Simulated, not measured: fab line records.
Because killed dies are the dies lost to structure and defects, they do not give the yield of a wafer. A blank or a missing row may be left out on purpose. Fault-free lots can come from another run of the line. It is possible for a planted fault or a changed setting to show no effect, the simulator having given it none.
fab line records | flow sky130
record: lots: 7 wafers: 21 lastDay: 50
route steps=708 shown LDD_HVP@285 LDD_LDN@289 PAD_OPEN@708
lots that met no fault: from a run of the same line without faults
startH: hours from the record's first day to the start of the lot's first wafer shown | waitH: hours elapsed since this lot's preceding step | " the same as in the row above | L1.1+2: one row covering several wafers at once | - no value, or no start was given | * or withheld: withheld | < > ~ a bound
route shown NAME@n: names a module that has steps shown in the file, with the first one's number in the route | usual: mean/standard deviation of fault-free wafers | same: alike in all rows | chamber/n: place in a boat | sites: each site's reading | _std_site: standard deviation across them | _edge_site: mean of outer sites minus mean of inner sites | radiusMm: for every site, how far away it sits from the centre of the wafer | mask NAME#n: copy n | behind: the most recent tool/chamber to have shaped the wafer | hold: why the lot went on hold/how many hours it stayed there/how the hold came to an end | device: transistor that didn't switch, given as n, p or np | end of line: tests run on the same wafers once the route is complete | step lacking rows: just its recipe | killed: dies that structure and defects cost at the first sort, which is not the same as the wafer's yield | map: shows each die of a wafer: x if killed, . if not, _ if none is there
set.NAME: setting as actually run; set.NAME@STEP: the setting as run at that earlier step | model.NAME: the simulator's own value behind a step, which no gauge read
lots at selected steps of the route; one table per step, one row per wafer
services: the hour from which a tool's chamber was out of use, counted from the record's first day as startH (under 0 if before that day), plus the number of hours and why
== steps ==
step: SKY_LDD_HVP_OVL_MEAS_07
usual: LDD_HVP_OVL: 0.8/1.2
columns lot.wafer tool chamber startH waitH LDD_HVP_OVL[nm]
L465.2 overlay-02 - 523.08 0.1 1.2
L465.5 " - " " -0.3
L465.6 " - " " -0.8
L471.3 overlay-01 - 577.02 0.1 1.8
L471.5 " - " " 1.3
L471.6 " - " " 1.0
L473.1 overlay-01 - 589.72 0.1 1.7
L473.3 " - " " 0.1
L473.5 " - " " 0.1
L476.1 overlay-01 - 594.77 0.1 0.2
L476.2 " - " " 1.5
L476.4 " - " " 1.3
L481.2 overlay-02 - 642.93 0.1 1.0
L481.3 " - " " -0.5
L481.6 " - " " -0.9
L482.3 overlay-01 - 647.03 0.1 2.2
L482.4 " - " " 2.6
L482.6 " - " " 2.4
L487.1 overlay-02 - 690.62 0.1 0.3
L487.3 " - " " -1.0
L487.5 " - " " -0.2
step: SKY_LDD_HVP_IMPLANT_08
recipe: species: B energyKev: 20 doseCm2: 1.7e+13 tiltDeg: 17.9
step: SKY_LDD_HVP_STRIP_09
recipe: chemistry: O2/N2 powerW: 1400 pressureMtorr: 1500 platenTempC: withheld o2FlowSccm: 3000 n2FlowSccm: 300 overashFraction: 0.5
usual: drypumpMotorCurrentA: 5.72/0.26 oesProductAu: 0.408/0.0045 stripTimeToEndpointS: 4.141/0.016
columns lot.wafer tool chamber startH waitH drypumpMotorCurrentA oesProductAu rfHoursCounterH stripTimeToEndpointS
L465.2 plasmaAsher-02 0 523.26 0.1 5.61 0.406 86 4.126
L465.5 " 0 " " 5.61 0.406 - 4.152
L465.6 " 1 " " 5.83 0.407 - 4.124
L471.3 plasmaAsher-04 0 577.23 0.1 5.56 0.409 - 4.134
L471.5 " 1 " " 6.20 0.413 - 4.142
L471.6 " 0 " " 5.58 0.416 - 4.162
L473.1 plasmaAsher-03 0 589.90 0.1 5.64 0.412 75 4.140
L473.3 " 0 " " 5.67 0.407 - 4.131
L473.5 " 0 " " 5.64 0.408 - 4.120
L476.1 plasmaAsher-02 1 594.95 0.1 5.83 0.416 93 4.138
L476.2 " 0 " " 5.61 0.409 93 4.153
L476.4 " 1 " " 5.78 0.414 - 4.148
L481.2 plasmaAsher-04 0 643.11 0.1 5.59 0.412 22 4.176
L481.3 " 0 " " 5.56 0.405 - 4.179
L481.6 " 1 " " 6.16 0.416 - 4.155
L482.3 plasmaAsher-03 0 647.23 0.1 5.67 0.419 - 4.156
L482.4 " 1 " " 5.42 0.409 - 4.154
L482.6 " 1 " " 5.42 0.413 - 4.143
L487.1 plasmaAsher-03 0 690.80 0.1 5.68 0.412 85 4.116
L487.3 " 1 " " 5.41 0.400 - 4.118
L487.5 " 1 " " 5.42 0.412 - 4.128
step: SKY_LDD_HVP_TW_MEAS_10
usual: LDD_HVP_TW: 456/3.8
columns lot.wafer tool chamber startH waitH LDD_HVP_TW
L465.2 filmMetro-02 - 523.37 0.1 451
L465.5 " - " " 456
L465.6 " - " " 454
L471.3 filmMetro-03 - 577.32 0.1 460
L471.5 " - " " 461
L471.6 " - " " 457
L473.1 filmMetro-03 - 590.00 0.1 460
L473.3 " - " " 460
L473.5 " - " " 462
L476.1 filmMetro-01 - 595.05 0.1 458
L476.2 " - " " 460
L476.4 " - " " 458
L481.2 filmMetro-01 - 643.22 0.1 460
L481.3 " - " " 463
L481.6 " - " " 459
L482.3 filmMetro-02 - 647.32 0.1 452
L482.4 " - " " 452
L482.6 " - " " 453
L487.1 filmMetro-01 - 690.90 0.1 459
L487.3 " - " " 461
L487.5 " - " " 460
step: SKY_LDD_LDN_DEHYDRATE_00
recipe: tempC: 200 timeS: 60
step: SKY_LDD_LDN_HMDS_01
recipe: primeTimeS: 60 primeTempC: 120
step: SKY_LDD_LDN_COAT_02
recipe: resist: NOVOLAK spinRpm: 3000 resistThkNm: 1140
step: SKY_LDD_LDN_SOFTBAKE_03
recipe: tempC: 90 timeS: 60 resist: NOVOLAK
step: SKY_LDD_LDN_EXPOSE_04
recipe: maskId: LDNTM na: 0.6 sourceShape: conventional sigmaOuter: 0.6 polarization: unpolarized targetCdNm: 700 doseMj: 140
step: SKY_LDD_LDN_PEB_05
recipe: tempC: withheld timeS: * resist: NOVOLAK
step: SKY_LDD_LDN_DEVELOP_06
recipe: resist: NOVOLAK developer: TMAH developTimeS: 60 devTempC: 23
step: SKY_LDD_LDN_OVL_MEAS_07
usual: LDD_LDN_OVL: 0.7/1.3
columns lot.wafer tool chamber startH waitH LDD_LDN_OVL[nm]
L465.2 overlay-02 - 553.28 0.1 -1.1
L465.5 " - " " -2.2
L465.6 " - " " -1.8
L471.3 overlay-01 - 606.88 0.1 0.3
L471.5 " - " " 0.0
L471.6 " - " " 1.2
L473.1 overlay-01 - 619.35 0.1 0.0
L473.3 " - " " 1.6
L473.5 " - " " 0.7
L476.1 overlay-02 - 622.80 0.1 0.9
L476.2 " - " " -0.3
L476.4 " - " " -1.1
L481.2 overlay-02 - 671.31 0.1 0.1
L481.3 " - " " 1.8
L481.6 " - " " -0.2
L482.3 overlay-01 - 676.17 0.1 1.6
L482.4 " - " " 1.7
L482.6 " - " " 2.3
L487.1 overlay-02 - 718.62 0.1 2.8
L487.3 " - " " 2.5
L487.5 " - " " 1.2
step: SKY_LDD_LDN_IMPLANT_08
recipe: species: As energyKev: 15 doseCm2: 1.25e+13 tiltDeg: withheld rotationDeg: 23
usual: beamEnergyKeV: 15.000/0.0046 rotationDeg: 23.003/0.021
columns lot.wafer tool chamber startH waitH beamEnergyKeV rotationDeg
L465.2 implanter-03 0 553.33 0.0 15.008 23.004
L465.5 " 0 " " 15.003 23.031
L465.6 " 0 " " 14.999 23.028
L471.3 implanter-02 0 606.96 0.1 14.997 128.56
L471.5 " 0 " " 15.003 128.53
L471.6 " 0 " " 15.002 128.53
L473.1 implanter-02 0 619.39 0.0 15.000 128.51
L473.3 " 0 " " 15.003 128.51
L473.5 " 0 " " 14.999 128.56
L476.1 implanter-02 0 622.84 0.0 15.005 128.54
L476.2 " 0 " " 15.000 128.54
L476.4 " 0 " " 15.005 128.54
L481.2 implanter-01 0 671.36 0.0 15.010 22.979
L481.3 " 0 " " 15.000 22.992
L481.6 " 0 " " 15.003 23.013
L482.3 implanter-01 0 676.24 0.1 14.999 22.960
L482.4 " 0 " " 14.993 22.980
L482.6 " 0 " " 14.993 22.965
L487.1 implanter-02 0 718.66 0.0 15.005 22.993
L487.3 " 0 " " 15.008 23.059
L487.5 " 0 " " 15.000 23.031
step: SKY_LDD_LDN_IMPLANT_09
recipe: species: As energyKev: 14.81 doseCm2: 1.25e+13 tiltDeg: withheld rotationDeg: 113
step: SKY_PAD_OPEN_PROBE_99
usual: killed_at_M0_to_M3: 43/7.5 killed_at_M4_up: 3.0/1.6 killedAtContacts: 23/5.8 killedAtFrontEnd: 14/4.8 killedAtOther: 0.3/0.52 killedDies: 84/9.1 killedOpen: 47/7.2 killedShort: 37/5.8
same: grossDies: 492 killedAtBackSide: 0
columns lot.wafer tool chamber startH waitH killed_at_M0_to_M3 killed_at_M4_up killedAtContacts killedAtFrontEnd killedAtOther killedDies killedOpen killedShort
L465.2 prober-01 - 1096.06 0.1 59 2 24 17 0 102 48 54
L465.5 prober-01 - 1096.21 0.2 49 3 18 9 0 79 43 36
L465.6 prober-01 - 1096.26 0.2 54 1 19 19 1 94 56 38
L471.3 prober-02 - 1136.22 0.2 42 3 21 11 1 78 41 37
L471.5 prober-02 - 1136.32 0.2 41 6 23 12 0 82 49 33
L471.6 prober-02 - 1136.37 0.2 41 1 25 11 1 79 51 28
L473.1 prober-02 - 1143.63 0.1 37 3 18 17 0 75 43 32
L473.3 prober-02 - 1143.73 0.2 39 4 25 15 0 83 48 35
L473.5 prober-02 - 1143.83 0.2 35 1 26 16 1 79 44 35
L481.2 prober-01 - 1174.64 0.1 50 2 20 7 1 80 44 36
L481.3 prober-01 - 1174.69 0.2 43 6 35 7 0 91 51 40
L481.6 prober-01 - 1174.84 0.2 55 2 24 4 0 85 52 33
L482.3 prober-02 - 1177.49 0.2 62 4 20 9 2 97 62 35
L482.4 prober-02 - 1177.54 0.2 47 2 19 11 1 80 43 37
L482.6 prober-02 - 1177.64 0.2 56 2 23 13 0 94 51 43
killed by level:class
L465.2 VIA1:geometricParticle:open=14 METAL1:geometricParticle:short=13 CONTACT:geometricParticle:open=10 VIA1:geometricParticle:short=9 FIELD_ISO:geometricParticle:open=5 METAL2:geometricParticle:short=5 METAL3:geometricParticle:short=5 FIELD_ISO:geometricParticle:short=4
L465.5 METAL1:geometricParticle:short=9 VIA1:geometricParticle:open=9 LI_CONTACT:geometricParticle:open=8 VIA2:geometricParticle:open=8 VIA3:geometricParticle:open=8 CONTACT:geometricParticle:open=5 VIA1:geometricParticle:short=5 FIELD_ISO:geometricParticle:short=4
L465.6 VIA3:geometricParticle:open=9 VIA1:geometricParticle:open=8 METAL2:geometricParticle:short=8 FIELD_ISO:geometricParticle:open=7 LI_CONTACT:geometricParticle:open=7 CONTACT:geometricParticle:open=6 VIA2:geometricParticle:open=6 FIELD_ISO:geometricParticle:short=5
L471.3 VIA1:geometricParticle:open=13 LI_CONTACT:geometricParticle:open=12 VIA1:geometricParticle:short=5 METAL2:geometricParticle:short=5 VIA3:geometricParticle:short=4 METAL1:geometricParticle:short=4 VIA3:geometricParticle:open=4 FIELD_ISO:geometricParticle:short=3
L471.5 VIA3:geometricParticle:open=13 LI_CONTACT:geometricParticle:open=10 VIA1:geometricParticle:open=9 METAL2:geometricParticle:short=8 CONTACT:geometricParticle:open=6 POLY_GATE:geometricParticle:short=3 LOCAL_INTERCONNECT:geometricParticle:short=3 METAL1:geometricParticle:short=3
L471.6 LI_CONTACT:geometricParticle:open=12 VIA1:geometricParticle:open=9 VIA3:geometricParticle:open=8 VIA2:geometricParticle:open=8 VIA1:geometricParticle:short=6 CONTACT:geometricParticle:open=5 METAL2:geometricParticle:short=5 LOCAL_INTERCONNECT:geometricParticle:short=4
L473.1 VIA1:geometricParticle:open=10 LI_CONTACT:geometricParticle:open=8 POLY_GATE:geometricParticle:open=6 VIA2:geometricParticle:open=5 VIA3:geometricParticle:short=4 VIA1:geometricParticle:short=4 METAL3:geometricParticle:short=4 FIELD_ISO:geometricParticle:open=3
L473.3 VIA3:geometricParticle:open=10 LI_CONTACT:geometricParticle:open=9 VIA1:geometricParticle:open=8 CONTACT:geometricParticle:open=8 FIELD_ISO:geometricParticle:short=6 VIA1:geometricParticle:short=6 FIELD_ISO:geometricParticle:open=4 POLY_GATE:geometricParticle:open=4
L473.5 VIA1:geometricParticle:open=9 CONTACT:geometricParticle:open=7 FIELD_ISO:geometricParticle:open=5 LI_CONTACT:geometricParticle:short=5 CONTACT:geometricParticle:short=5 VIA1:geometricParticle:short=5 POLY_GATE:geometricParticle:open=4 LOCAL_INTERCONNECT:geometricParticle:short=4
L481.2 VIA3:geometricParticle:open=16 CONTACT:geometricParticle:open=7 VIA1:geometricParticle:open=7 METAL2:geometricParticle:short=7 VIA1:geometricParticle:short=6 VIA2:geometricParticle:open=5 METAL1:geometricParticle:short=4 LI_CONTACT:geometricParticle:open=4
L481.3 VIA1:geometricParticle:open=12 CONTACT:geometricParticle:open=11 CONTACT:geometricParticle:short=9 LI_CONTACT:geometricParticle:open=8 VIA2:geometricParticle:open=7 METAL2:geometricParticle:short=6 LOCAL_INTERCONNECT:geometricParticle:short=5 METAL1:geometricParticle:short=5
L481.6 VIA1:geometricParticle:open=12 CONTACT:geometricParticle:open=10 VIA2:geometricParticle:open=8 VIA3:geometricParticle:open=8 LI_CONTACT:geometricParticle:open=7 METAL1:geometricParticle:short=7 METAL2:geometricParticle:short=6 METAL2:geometricParticle:open=4
L482.3 VIA1:geometricParticle:open=13 VIA3:geometricParticle:open=11 VIA2:geometricParticle:open=9 CONTACT:geometricParticle:open=9 METAL2:geometricParticle:short=8 LI_CONTACT:geometricParticle:open=6 METAL1:geometricParticle:short=6 VIA1:geometricParticle:short=6
L482.4 VIA1:geometricParticle:open=16 LI_CONTACT:geometricParticle:open=7 LOCAL_INTERCONNECT:geometricParticle:short=7 VIA2:geometricParticle:open=6 VIA1:geometricParticle:short=6 FIELD_ISO:geometricParticle:short=4 CONTACT:geometricParticle:open=4 METAL2:geometricParticle:short=4
L482.6 VIA1:geometricParticle:open=13 LI_CONTACT:geometricParticle:open=10 METAL1:geometricParticle:short=9 VIA1:geometricParticle:short=9 CONTACT:geometricParticle:open=7 VIA2:geometricParticle:open=7 VIA3:geometricParticle:open=6 POLY_GATE:geometricParticle:short=5
== services ==
columns tool chamber startH hours kind
implanter-01 - 550.23 7.0 pm
plasmaAsher-03 - 551.24 1.0 repair
implanter-02 - 562.60 0.7 repair
implanter-03 - 574.94 3.9 pm
plasmaAsher-02 - 614.75 4.3 pm
implanter-03 - 626.17 2.4 repair
implanter-02 - 647.66 1.4 repair
plasmaAsher-03 - 649.23 1.9 repair
plasmaAsher-04 - 684.14 0.4 repair
plasmaAsher-03 - 700.42 1.3 repair
plasmaAsher-03 - 704.45 2.7 repair
== key ==
firstSign: step: SKY_LDD_LDN_IMPLANT_08 reading: rotationDeg direction: up sigmas: 99+ usual: 23.003 struck: 128.53
effect none on later readings
metAt SKY_LDD_LDN_IMPLANT_08
struckWafers L471.3,L471.5,L471.6,L473.1,L473.3,L473.5,L476.1,L476.2,L476.4
testerLeftOut L471,L473,L476
fault: kind: processParameterDrift tool: implanter-02 chamber: - onsetH: 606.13 steps: SKY_LDD_LDN_IMPLANT_08 channel: rotationDeg offset: 105.53 shape: step endH: 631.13 actsIn: theseRecipesOnly stated: 23
testerLeftOut: of these lots the tester's yield and bins aren't shown, on N5 and GAA mostly nor the transistor test; their killed dies are dies lost to structure and defects alone, not to doping, threshold or leakage, so they don't give the yield
